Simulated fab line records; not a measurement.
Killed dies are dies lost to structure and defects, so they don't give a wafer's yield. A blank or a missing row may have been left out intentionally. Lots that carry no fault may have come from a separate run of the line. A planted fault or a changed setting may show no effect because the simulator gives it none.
One fault through the eyes of 2 desks / flow sfq_line / every desk sees just its own numbers, and what lay behind them comes last

== THE METROLOGY DESK ==
What the gauges read for every lot (on any tool): the sampled wafers with a number, averaged. The brackets show how far a lot's mean lies from the usual mean; more than 4 standard deviations puts the lot out of limits, marked OUT.
Columns: A = I3_BOW at SFQ_I3_BOW_MEAS_922, usual 2 um; B = I3_OVL at SFQ_I3_OVL_MEAS_923, usual -4 nm
lot=L191; first seen here=day 28 22:24; A=-7; B=-8
lot=L192; first seen here=day 29 04:24; A=13; B=-7
lot=L201; first seen here=day 32 10:24; A=-6; B=-7
lot=L206; first seen here=day 33 21:45; A=-5; B=-6
lot=L210; first seen here=day 35 15:56; A=12; B=-6
lot=L212; first seen here=day 35 23:22; A=10; B=-12
lot=L213; first seen here=day 36 02:22; A=0; B=0
Finding of this desk: none of the 7 lots has anything out of limits.

== THE TOOL OWNER'S DESK: litho_track-04 ==
The tool's own readings at SFQ_TRILAYER_I3_VIA_LITHO_PEB_088 (peb time 60 s): means of the sampled wafers that have a number, for each lot that ran on this tool. The brackets show how far a lot's mean lies from the usual mean; more than 4 standard deviations puts the lot out of limits, marked OUT.
Columns: A = heater_power_total_W at SFQ_TRILAYER_I3_VIA_LITHO_PEB_088, usual 79.15 W
lot=L191; first seen here=day 32 00:12; A=79.13
lot=L192; first seen here=day 32 05:00; A=79.20
lot=L210; first seen here=day 37 06:46; A=79.10
lot=L212; first seen here=day 37 16:20; A=79.17
lot=L213; first seen here=day 37 18:44; A=79.25
Finding of this desk: none of the 5 lots has anything out of limits.

== TAKEN TOGETHER ==
Nothing out of limits was seen by the metrology desk.
Nothing out of limits was seen by the tool owner's desk.

== WHAT WAS PUT IN BY THE SIMULATOR ==
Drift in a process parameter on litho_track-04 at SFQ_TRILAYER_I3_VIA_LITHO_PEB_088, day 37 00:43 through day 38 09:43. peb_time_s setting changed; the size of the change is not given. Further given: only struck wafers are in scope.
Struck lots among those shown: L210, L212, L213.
